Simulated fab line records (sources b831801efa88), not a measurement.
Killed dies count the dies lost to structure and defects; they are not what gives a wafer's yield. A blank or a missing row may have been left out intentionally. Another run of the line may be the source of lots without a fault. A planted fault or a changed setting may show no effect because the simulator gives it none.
fab line records | flow gf180mcu
[record] lots = 5 wafers = 23
route steps=602 shown CONTACT@296 M1@315 V1@344 M2@362 V2@405 M3@413 M4@460
startH: hours from the record's opening day to when the first of the lot's shown wafers began | waitH: hours from the lot's prior step to this one | " as in the row above | L1.1+2: a row that stands for several wafers | - value missing, or start not given | * or withheld: withheld | < > ~ a bound
route shown NAME@n: names a module that has steps shown in the file, with the first one's number in the route | usual: mean/standard deviation of fault-free wafers | same: alike in all rows | chamber/n: place in a boat | sites: each site's reading | _std_site: how widely they spread, as a standard deviation | _edge_site: mean of outer sites minus mean of inner sites | radiusMm: for every site, how far away it sits from the centre of the wafer | mask NAME#n: copy n | behind: the tool/chamber that last shaped the wafer | hold: why the lot was held/for how many hours/how that ended | device: transistor that didn't switch, given as n, p or np | end of line: the tests these same wafers got at the end of their route | where a step has no rows: the recipe by itself | killed: dies that structure and defects cost at the first sort, which is not the same as the wafer's yield | map: a wafer's dies, x killed, . not, _ none there
set.NAME: the setting the step ran with; set.NAME@STEP: the setting that earlier step ran with | model.NAME: the simulator's own value behind a step, which no gauge read
lots where settings were altered on purpose, with a table for each step and a row for each wafer
[[steps]]
[step GF_CONTACT_COAT_09]
[recipe] resist = KrF spinRpm = withheld resistThkNm = 1000
// columns lot.wafer tool chamber startH waitH set.resistThkNm model.KrF_of_CONTACT_COAT_09.thkNm
L074.1 lithoTrack-04 0 - - 1000 1002
L074.2 " 0 " " 1000 1001
L074.3 " 0 " " 962.3 962.1
L074.4 " 0 " " 962.3 962.7
L074.6 " 0 " " 962.3 964.1
L075.1 lithoTrack-04 0 - - 1000 997.2
L075.2+5 " 0 " " 1000 1001
L075.3 " 0 " " 1000 1002
L075.6 " 0 " " 1000 1003
L077.1 lithoTrack-04 0 - - 1000 1007
L077.2 " 0 " " 1000 1006
L077.4 " 0 " " 1000 1005
L077.5+6 " 0 " " 1019 1025
L080.1 lithoTrack-04 0 - - 1000 994.6
L080.3 " 0 " " 1000 997.4
L080.5 " 0 " " 1000 999.5
L081.1 lithoTrack-01 0 - - 968.2 971.6
L081.2+4+6 " 0 " " 1000 1003
L081.3 " 0 " " 968.2 969.4
[step GF_CONTACT_SPUTTER_22]
[recipe] material = Ti targetThkNm = 15 chamberPressurePa = 5 powerW = 2500 substrateTempC = 200 timeS = 80.02
// columns lot.wafer tool chamber startH waitH set.powerW model.Ti_of_CONTACT_SPUTTER_22.thkNm
L074.1 pvdSputter-01 - 364.40 0.0 2500 14.73
L074.2 " - " " 2500 14.72
L074.3 " - " " 2500 14.54
L074.4 " - " " 2500 14.88
L074.6 " - " " 2500 14.76
L075.1 pvdSputter-01 - 385.97 0.0 2500 14.81
L075.2 " - " " 2500 14.83
L075.3 " - " " 2500 14.9
L075.5 " - " " 2500 14.8
L075.6 " - " " 2500 15.17
L077.1 pvdSputter-01 - 399.19 0.0 2237 13.57
L077.2 " - " " 2237 13.34
L077.4 " - " " 2500 14.74
L077.5 " - " " 2237 13.23
L077.6 " - " " 2500 15.14
L080.1 pvdSputter-01 - 427.29 0.0 2500 14.99
L080.3 " - " " 2500 15.27
L080.5 " - " " 2500 14.98
L081.1 pvdSputter-02 - 439.48 0.0 2315 13.37
L081.2 " - " " 2500 14.71
L081.3 " - " " 2315 13.52
L081.4 " - " " 2500 14.65
L081.6 " - " " 2315 13.51
[step GF_M1_SPUTTER_00]
[recipe] material = Ti targetThkNm = 37.5 arrivingIonEnergyEv = 80 substrateTempC = 200 chamberPressurePa = 2 powerW = 4000 timeS = 150
// columns lot.wafer tool chamber startH waitH set.chamberPressurePa model.Ti_of_M1_SPUTTER_00.thkNm
L074.1 pvdSputter-02 - 365.08 0.2 1.863 39.07
L074.2+3 " - " " 1.863 39.2
L074.4 " - " " 1.863 39.49
L074.6 " - " " 1.863 39.19
L075.1 pvdSputter-02 - 386.65 0.2 1.921 39.02
L075.2 " - " " 1.921 38.97
L075.3 " - " " 1.921 38.71
L075.5 " - " " 1.921 38.47
L075.6 " - " " 1.921 38.75
L077.1 pvdSputter-02 - 399.87 0.2 1.754 40.46
L077.2 " - " " 1.754 40.28
L077.4 " - " " 1.754 40.73
L077.5 " - " " 1.754 40.94
L077.6 " - " " 1.754 40.24
L080.1 pvdSputter-03 - 427.97 0.2 2 36.95
L080.3 " - " " 2 37.67
L080.5 " - " " 2 38.1
L081.1 pvdSputter-01 - 440.35 0.2 2.126 36.04
L081.2 " - " " 2.126 36.07
L081.3 " - " " 2.126 36.59
L081.4 " - " " 2.126 35.65
L081.6 " - " " 2.126 35.84
[step GF_V1_COAT_09]
[recipe] resist = KrF spinRpm = withheld resistThkNm = 1000
// columns lot.wafer tool chamber startH waitH set.resistThkNm model.KrF_of_V1_COAT_09.thkNm
L074.1+4 lithoTrack-04 0 - - 1024 1023
L074.2 " 0 " " 1000 996.7
L074.3 " 0 " " 1000 998.5
L074.6 " 0 " " 1000 996.5
L075.1 lithoTrack-03 0 - - 984 988.7
L075.2+3 " 0 " " 1000 1002
L075.5 " 0 " " 984 987.1
L075.6 " 0 " " 984 985.7
L077.1 lithoTrack-03 0 - - 1000 998.8
L077.2 " 0 " " 951.1 951.2
L077.4 " 0 " " 1000 996
L077.5 " 0 " " 951.1 949.6
L077.6 " 0 " " 951.1 946.6
L080.1 lithoTrack-03 0 - - 1000 1001
L080.3 " 0 " " 1000 999.3
L080.5 " 0 " " 1000 997.6
L081.1 lithoTrack-03 0 - - 1000 999.4
L081.2 " 0 " " 1000 999.6
L081.3 " 0 " " 1000 1001
L081.4 " 0 " " 1000 999.9
L081.6 " 0 " " 1000 995.2
[step GF_V1_PEB_12]
[recipe] pebTempC = 135 pebTimeS = 90 resist = KrF
// columns lot.wafer tool chamber startH waitH set.pebTempC
L074.1+3 lithoTrack-03 0 - - 138
L074.2+4+6 " 0 " " 135
L075.1+2+3+5+6 lithoTrack-03 0 - - 135
L077.1+4+6 lithoTrack-03 0 - - 135
L077.2+5 " 0 " " 139
L080.1+3+5 lithoTrack-03 0 - - 135
L081.1+3+4 lithoTrack-02 0 - - 135
L081.2+6 " 0 " " 138.3
[step GF_V1_DEVELOP_13]
[recipe] developTimeS = 60 resist = KrF devTempC = 21
[step GF_V1_CD_MEAS_14]
[recipe] targetCdNm = 260
[usual] cdNm = 259.8/1.1
// columns lot.wafer tool chamber startH waitH set.pebTempC@V1_PEB_12 cdNm
L074.1 cdSem-01 - 416.23 0.1 138 266.0
L074.2 " - " " 135 259.9
L074.3 " - " " 138 267.0
L074.4 " - " " 135 259.7
L074.6 " - " " 135 261.1
L075.1 cdSem-02 - 437.58 0.1 135 262.0
L075.2 " - " " 135 260.7
L075.3 " - " " 135 260.6
L075.5 " - " " 135 261.7
L075.6 " - " " 135 261.8
L077.1 cdSem-02 - 450.63 0.1 135 259.8
L077.2 " - " " 139 271.4
L077.4 " - " " 135 260.1
L077.5 " - " " 139 271.3
L077.6 " - " " 135 263.0
L080.1 cdSem-01 - 477.08 0.1 135 258.6
L080.3 " - " " 135 259.9
L080.5 " - " " 135 261.7
L081.1 cdSem-01 - 489.72 0.1 135 259.6
L081.2 " - " " 138.3 268.9
L081.3 " - " " 135 261.3
L081.4 " - " " 135 259.8
L081.6 " - " " 138.3 268.7
[step GF_V1_ETCH_16]
[recipe] chemistry = N2/H2 targetDepthA = withheld overetchA = withheld timeS = withheld target = BARC ionEnergyEv = 200 sourceW = 500 biasW = 100 pressureMtorr = 30 n2FlowSccm = 100 h2FlowSccm = 200
// columns lot.wafer tool chamber startH waitH set.pebTempC@V1_PEB_12 model.V1.cdNm
L074.1 rieDiel-04 1 416.38 0.0 138 266.4
L074.2 " 0 " " 135 260.2
L074.3 " 3 " " 138 267.2
L074.4 " 2 " " 135 258.4
L074.6 " 1 " " 135 261.3
L075.1+2 rieDiel-01 3,2 437.73 0.0 135 260.9
L075.3 " 0 " " 135 259.8
L075.5+6 " 1,2 " " 135 261.8
L077.1 rieDiel-03 0 450.78 0.0 135 259.6
L077.2 " 2 " " 139 271.5
L077.4 " 1 " " 135 260.3
L077.5 " 2 " " 139 272.1
L077.6 " 1 " " 135 263.5
L080.1 rieDiel-03 2 477.23 0.0 135 259.1
L080.3 " 3 " " 135 260.8
L080.5 " 2 " " 135 262.3
L081.1 rieDiel-03 3 489.87 0.0 135 259.9
L081.2 " 1 " " 138.3 268.6
L081.3 " 2 " " 135 261.5
L081.4 " 0 " " 135 260.1
L081.6 " 0 " " 138.3 268.7
[step GF_V1_ETCH_17]
[recipe] chemistry = C4F8/O2/Ar maskMaterial = KrF target = SiO2 stopOn = TiN sourceW = 1500 biasW = 1200 pressureMtorr = 40 c4f8FlowSccm = withheld O2_flow_sccm = 6 Ar_flow_sccm = 300 timeS = withheld targetDepthA = 6300
// columns lot.wafer tool chamber startH waitH set.pebTempC@V1_PEB_12 model.V1.cdNm
L074.1 rieDiel-04 1 - - 138 266
L074.2 " 0 " " 135 260.3
L074.3 " 3 " " 138 267.1
L074.4 " 2 " " 135 258.3
L074.6 " 1 " " 135 260.5
L075.1 rieDiel-01 3 - - 135 261.2
L075.2 " 2 " " 135 260.9
L075.3 " 0 " " 135 260.5
L075.5 " 1 " " 135 261.7
L075.6 " 2 " " 135 261.5
L077.1 rieDiel-03 0 - - 135 260
L077.2 " 2 " " 139 271.1
L077.4 " 1 " " 135 260.5
L077.5 " 2 " " 139 271.4
L077.6 " 1 " " 135 263.5
L080.1 rieDiel-03 2 - - 135 258.8
L080.3 " 3 " " 135 261.3
L080.5 " 2 " " 135 262.3
L081.1 rieDiel-03 3 - - 135 259.8
L081.2 " 1 " " 138.3 268.3
L081.3 " 2 " " 135 261.2
L081.4 " 0 " " 135 260
L081.6 " 0 " " 138.3 269.1
[step GF_M2_SPUTTER_00]
[recipe] material = Ti targetThkNm = 37.5 arrivingIonEnergyEv = 80 substrateTempC = 200 chamberPressurePa = 2 powerW = 4000 timeS = 150
// columns lot.wafer tool chamber startH waitH set.timeS model.Ti_of_M2_SPUTTER_00.thkNm
L074.1 pvdSputter-02 - 417.75 0.2 142.3 34.8
L074.2 " - " " 150 37.62
L074.3 " - " " 150 37
L074.4 " - " " 142.3 35.75
L074.6 " - " " 142.3 35.1
L075.1 pvdSputter-03 - 439.09 0.2 150 37
L075.2 " - " " 150 37.1
L075.3 " - " " 150 37.42
L075.5 " - " " 150 36.74
L075.6 " - " " 150 37.54
L077.1 pvdSputter-02 - 452.14 0.2 150 36.95
L077.2 " - " " 169.2 41.9
L077.4 " - " " 150 37.8
L077.5 " - " " 150 36.54
L077.6 " - " " 169.2 42.2
L080.1 pvdSputter-03 - 478.59 0.2 150 37.22
L080.3 " - " " 150 37.61
L080.5 " - " " 150 37.49
L081.1 pvdSputter-03 - 491.23 0.2 164.9 41.04
L081.2 " - " " 150 37.21
L081.3 " - " " 164.9 40.99
L081.4 " - " " 150 37.53
L081.6 " - " " 150 37.37
[step GF_V2_CVD_23]
[recipe] material = W targetThkNm = 350 timeS = 104.94 tempC = 400 pressureTorr = 40
// columns lot.wafer tool chamber startH waitH set.tempC model.W_of_V2_CVD_23.thkNm
L074.1 cvdW-01 0 469.55 0.0 411.2 421.5
L074.2 " 1 " " 400 346.8
L074.3 " 1 " " 411.2 424.5
L074.4 " 0 " " 411.2 415.2
L074.6 " 0 " " 400 342.3
L075.1 cvdW-01 1 489.32 0.0 400 352
L075.2 " 0 " " 400 347.9
L075.3 " 0 " " 390.8 291.5
L075.5 " 0 " " 390.8 289.7
L075.6 " 1 " " 400 352.8
L077.1 cvdW-02 0 502.03 0.0 400 347.5
L077.2 " 1 " " 400 341.6
L077.4 " 1 " " 394.3 309
L077.5 " 0 " " 394.3 314.2
L077.6 " 1 " " 394.3 310.9
L080.1 cvdW-02 0 527.85 0.0 400 358.3
L080.3 " 0 " " 400 355.3
L080.5 " 1 " " 400 348.1
L081.1 cvdW-01 0 539.50 0.0 400 344.6
L081.2 " 1 " " 392.5 303.6
L081.3 " 1 " " 392.5 301.7
L081.4 " 0 " " 400 342.9
L081.6 " 0 " " 400 344.7
[step GF_V2_RS_MEAS_24]
[recipe] thkMeasGauge = four-point-probe reads = W_of_V2_CVD_23+TiN_of_V2_SPUTTER_22+Ti_of_V2_SPUTTER_21
[usual] V2_W_RS = 0.327/0.005
// columns lot.wafer tool chamber startH waitH set.tempC@V2_CVD_23 V2_W_RS[ohm/sq]
L074.1 filmMetro-04 - 469.66 0.1 411.2 0.271
L074.2 " - " " 400 0.331
L074.3 " - " " 411.2 0.269
L074.4 " - " " 411.2 0.276
L074.6 " - " " 400 0.334
L075.1 filmMetro-01 - 489.44 0.1 400 0.325
L075.2 " - " " 400 0.328
L075.3 " - " " 390.8 0.394
L075.5 " - " " 390.8 0.396
L075.6 " - " " 400 0.324
L077.1 filmMetro-04 - 502.14 0.1 400 0.330
L077.2 " - " " 400 0.336
L077.4 " - " " 394.3 0.371
L077.5 " - " " 394.3 0.365
L077.6 " - " " 394.3 0.368
L080.1 filmMetro-01 - 527.96 0.1 400 0.320
L080.3 " - " " 400 0.322
L080.5 " - " " 400 0.329
L081.1 filmMetro-03 - 539.61 0.1 400 0.332
L081.2 " - " " 392.5 0.377
L081.3 " - " " 392.5 0.379
L081.4 " - " " 400 0.334
L081.6 " - " " 400 0.332
[step GF_V2_THK_MEAS_25]
[recipe] thkMeasGauge = xrf reads = W_of_V2_CVD_23
[usual] V2_W_THK = 343/5.9
// columns lot.wafer tool chamber startH waitH set.tempC@V2_CVD_23 V2_W_THK[nm]
L074.1 filmMetro-04 - 469.78 0.1 411.2 412
L074.2 " - " " 400 339
L074.3 " - " " 411.2 416
L074.4 " - " " 411.2 406
L074.6 " - " " 400 336
L075.1 filmMetro-01 - 489.56 0.1 400 347
L075.2 " - " " 400 342
L075.3 " - " " 390.8 288
L075.5 " - " " 390.8 286
L075.6 " - " " 400 348
L077.1 filmMetro-04 - 502.26 0.1 400 341
L077.2 " - " " 400 335
L077.4 " - " " 394.3 305
L077.5 " - " " 394.3 308
L077.6 " - " " 394.3 305
L080.1 filmMetro-01 - 528.08 0.1 400 350
L080.3 " - " " 400 347
L080.5 " - " " 400 344
L081.1 filmMetro-03 - 539.73 0.1 400 332
L081.2 " - " " 392.5 295
L081.3 " - " " 392.5 293
L081.4 " - " " 400 331
L081.6 " - " " 400 333
[step GF_M3_SPUTTER_04]
[recipe] material = TiN targetThkNm = 50 powerW = 6500 timeS = 41.7 chamberPressurePa = 0.4
// columns lot.wafer tool chamber startH waitH set.powerW model.TiN_of_M3_SPUTTER_04.thkNm
L074.1 pvdSputter-02 - 470.33 0.0 6500 50.04
L074.2+6 " - " " 6500 50.38
L074.3 " - " " 6500 49.93
L074.4 " - " " 6500 49.48
L075.1 pvdSputter-03 - 490.10 0.0 6500 48.97
L075.2 " - " " 6802 51.42
L075.3 " - " " 6802 51.72
L075.5 " - " " 6500 48.73
L075.6 " - " " 6802 51.27
L077.1 pvdSputter-02 - 502.86 0.0 6500 49.57
L077.2 " - " " 7008 53.58
L077.4 " - " " 6500 49.99
L077.5 " - " " 7008 53.18
L077.6 " - " " 6500 50.05
L080.1 pvdSputter-02 - 528.62 0.0 6500 49.56
L080.3 " - " " 6500 49.81
L080.5 " - " " 6500 49.93
L081.1 pvdSputter-03 - 540.27 0.0 6500 49.56
L081.2 " - " " 7221 54.47
L081.3 " - " " 6500 49.53
L081.4 " - " " 6500 49.57
L081.6 " - " " 7221 54.34
[step GF_M3_METAL_ETCH_16]
[recipe] chemistry = Cl2/BCl3 maskMaterial = KrF targetDepthNm = 627.5 stopOn = SiO2 pressureMtorr = 8 icpW = 800 biasW = 140 Cl2_flow_sccm = 80 bcl3FlowSccm = 40 timeS = 104.6
// columns lot.wafer tool chamber startH waitH set.icpW model.KrF_of_M3_COAT_09.thkNm
L074.1 rieMetal-03 0 494.23 0.0 730.8 752.5
L074.2 " 0 " " 800 730.8
L074.3 " 0 " " 730.8 753.6
L074.4 " 0 " " 800 733
L074.6 " 0 " " 800 734.3
L075.1 rieMetal-04 1 513.18 0.0 800 732.6
L075.2 " 0 " " 800 739.4
L075.3 " 0 " " 800 739
L075.5 " 0 " " 800 737.9
L075.6 " 1 " " 800 729.1
L077.1 rieMetal-04 1 525.13 0.0 708.4 761.3
L077.2 " 0 " " 800 -
L077.4 " 1 " " 800 737.4
L077.5 " 1 " " 708.4 -
L077.6 " 0 " " 708.4 765.8
L080.1 rieMetal-03 1 550.87 0.0 800 738.6
L080.3 " 0 " " 800 733.4
L080.5 " 1 " " 800 740
L081.1 rieMetal-03 0 562.18 0.0 800 733.3
L081.2 " 1 " " 873.3 -
L081.3 " 0 " " 873.3 711.6
L081.4 " 1 " " 873.3 719.4
L081.6 " 1 " " 800 -
[step GF_M3_STRIP_17]
[recipe] chemistry = O2/N2 powerW = 1400 pressureMtorr = 1500 platenTempC = 250 o2FlowSccm = 3000 n2FlowSccm = 300 overashFraction = 0.5
[usual] stripTimeToEndpointS = 7.89/0.036
// columns lot.wafer tool chamber startH waitH set.icpW@M3_METAL_ETCH_16 stripTimeToEndpointS
L074.1 plasmaAsher-03 0 494.46 0.2 730.8 8.05
L074.2 " 1 " " 800 7.85
L074.3 " 0 " " 730.8 8.05
L074.4 " 1 " " 800 7.85
L074.6 " 0 " " 800 7.89
L075.1 plasmaAsher-03 1 513.29 0.1 800 7.85
L075.2 " 0 " " 800 7.92
L075.3 " 0 " " 800 7.92
L075.5 " 0 " " 800 7.91
L075.6 " 1 " " 800 7.82
L077.1 plasmaAsher-01 0 525.24 0.1 708.4 8.12
L077.2 " 1 " " 800 7.97
L077.4 " 1 " " 800 7.90
L077.5 " 0 " " 708.4 8.14
L077.6 " 1 " " 708.4 8.18
L080.1 plasmaAsher-02 0 550.99 0.1 800 7.90
L080.3 " 1 " " 800 7.87
L080.5 " 0 " " 800 7.93
L081.1 plasmaAsher-03 0 562.29 0.1 800 7.88
L081.2 " 1 " " 873.3 7.72
L081.3 " 1 " " 873.3 7.66
L081.4 " 0 " " 873.3 7.72
L081.6 " 0 " " 800 7.92
[step GF_M4_SPUTTER_04]
[recipe] material = TiN targetThkNm = 50 powerW = 6500 timeS = 41.7 chamberPressurePa = 0.4
// columns lot.wafer tool chamber startH waitH set.timeS model.TiN_of_M4_SPUTTER_04.thkNm
L074.1+6 pvdSputter-02 - 521.00 0.0 41.7 49.91
L074.2 " - " " 41.7 49.73
L074.3 " - " " 35.99 43.64
L074.4 " - " " 35.99 42.56
L075.1 pvdSputter-02 - 538.31 0.0 41.7 49.47
L075.2 " - " " 44.11 51.66
L075.3 " - " " 41.7 49.81
L075.5 " - " " 44.11 52.21
L075.6 " - " " 44.11 52.65
L077.1 pvdSputter-03 - 550.59 0.0 46.34 55.06
L077.2 " - " " 41.7 49.47
L077.4 " - " " 41.7 50.04
L077.5 " - " " 41.7 49.25
L077.6 " - " " 46.34 54.83
L080.1 pvdSputter-03 - 575.11 0.0 41.7 50.01
L080.3 " - " " 41.7 50.12
L080.5 " - " " 41.7 49.39
L081.1 pvdSputter-02 - 586.83 0.0 44.77 52.62
L081.2 " - " " 41.7 48.84
L081.3 " - " " 41.7 48.64
L081.4 " - " " 44.77 53
L081.6 " - " " 41.7 49.01
[step GF_M4_EXPOSE_11]
[recipe] maskId = Metal4 targetCdNm = 280 na = 0.68 sourceShape = conventional sigmaOuter = 0.6 doseMj = 28
// columns lot.wafer tool chamber startH waitH mask set.doseMj
L074.1+2+3 krfScanner-01 0 - - Metal4#0 28
L074.4+6 " 0 " " Metal4#0 26.26
L075.1+2+3 krfScanner-02 0 - - Metal4#0 29.33
L075.5+6 " 0 " " Metal4#0 28
L077.1+4+6 krfScanner-02 0 - - Metal4#0 28.68
L077.2+5 " 0 " " Metal4#0 28
L080.1+3+5 krfScanner-02 0 - - Metal4#0 28
L081.1+3 krfScanner-02 0 - - Metal4#0 26.1
L081.2+4+6 " 0 " " Metal4#0 28
[step GF_M4_PEB_12]
[recipe] pebTempC = 135 pebTimeS = 90 resist = KrF
[step GF_M4_DEVELOP_13]
[recipe] developTimeS = 60 devTempC = 21
[step GF_M4_CD_MEAS_14]
[recipe] targetCdNm = 280
[usual] cdNm = 280.3/1.5
// columns lot.wafer tool chamber startH waitH set.doseMj@M4_EXPOSE_11 cdNm
L074.1 cdSem-01 - 543.27 0.1 28 280.4
L074.2 " - " " 28 280.4
L074.3 " - " " 28 280.6
L074.4 " - " " 26.26 289.4
L074.6 " - " " 26.26 289.9
L075.1 cdSem-01 - 560.22 0.1 29.33 269.5
L075.2 " - " " 29.33 270.6
L075.3 " - " " 29.33 269.8
L075.5 " - " " 28 277.6
L075.6 " - " " 28 276.5
L077.1 cdSem-02 - 572.12 0.1 28.68 275.6
L077.2 " - " " 28 280.9
L077.4 " - " " 28.68 275.6
L077.5 " - " " 28 281.2
L077.6 " - " " 28.68 279.2
L080.1 cdSem-02 - 596.12 0.1 28 278.6
L080.3 " - " " 28 278.5
L080.5 " - " " 28 278.3
L081.1 cdSem-02 - 607.92 0.1 26.1 290.8
L081.2 " - " " 28 280.0
L081.3 " - " " 26.1 290.3
L081.4 " - " " 28 281.3
L081.6 " - " " 28 279.7
[[key]]
[split] step = GF_CONTACT_COAT_09 setting = resistThkNm stated = 1000 by = wafer
[response] step = GF_CONTACT_COAT_09 reading = model.KrF_of_CONTACT_COAT_09.thkNm change = +10.2 per = 1% r = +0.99
[split] step = GF_CONTACT_SPUTTER_22 setting = powerW stated = 2500 by = wafer
[response] step = GF_CONTACT_SPUTTER_22 reading = model.Ti_of_CONTACT_SPUTTER_22.thkNm change = +0.154 per = 1% r = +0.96
[split] step = GF_M1_SPUTTER_00 setting = chamberPressurePa stated = 2 by = lot
[response] step = GF_M1_SPUTTER_00 reading = model.Ti_of_M1_SPUTTER_00.thkNm change = -0.242 per = 1% r = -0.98
[split] step = GF_V1_COAT_09 setting = resistThkNm stated = 1000 by = wafer
[response] step = GF_V1_COAT_09 reading = model.KrF_of_V1_COAT_09.thkNm change = +9.97 per = 1% r = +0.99
[split] step = GF_V1_PEB_12 setting = pebTempC stated = 135 by = wafer
[response] step = GF_V1_CD_MEAS_14 reading = cdNm change = +3.32 per = 1% r = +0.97
[response] step = GF_V1_ETCH_16 reading = model.V1.cdNm change = +3.37 per = 1% r = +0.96
[response] step = GF_V1_ETCH_17 reading = model.V1.cdNm change = +3.3 per = 1% r = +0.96
[split] step = GF_M2_SPUTTER_00 setting = timeS stated = 150 by = wafer
[response] step = GF_M2_SPUTTER_00 reading = model.Ti_of_M2_SPUTTER_00.thkNm change = +0.382 per = 1% r = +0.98
[split] step = GF_V2_CVD_23 setting = tempC stated = 400 by = wafer
[response] step = GF_V2_CVD_23 reading = model.W_of_V2_CVD_23.thkNm change = +25.5 per = 1% r = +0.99
[response] step = GF_V2_RS_MEAS_24 reading = V2_W_RS change = -0.0249 per = 1% r = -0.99
[response] step = GF_V2_THK_MEAS_25 reading = V2_W_THK change = +24.5 per = 1% r = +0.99
[split] step = GF_M3_SPUTTER_04 setting = powerW stated = 6500 by = wafer
[response] step = GF_M3_SPUTTER_04 reading = model.TiN_of_M3_SPUTTER_04.thkNm change = +0.454 per = 1% r = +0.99
[split] step = GF_M3_METAL_ETCH_16 setting = icpW stated = 800 by = wafer
[response] step = GF_M3_METAL_ETCH_16 reading = model.KrF_of_M3_COAT_09.thkNm change = -2.23 per = 1% r = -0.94
[response] step = GF_M3_STRIP_17 reading = stripTimeToEndpointS change = * per = 1% r = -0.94
[split] step = GF_M4_SPUTTER_04 setting = timeS stated = 41.7 by = wafer
[response] step = GF_M4_SPUTTER_04 reading = model.TiN_of_M4_SPUTTER_04.thkNm change = +0.491 per = 1% r = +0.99
[split] step = GF_M4_EXPOSE_11 setting = doseMj stated = 28 by = wafer
[response] step = GF_M4_CD_MEAS_14 reading = cdNm change = -1.51 per = 1% r = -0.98
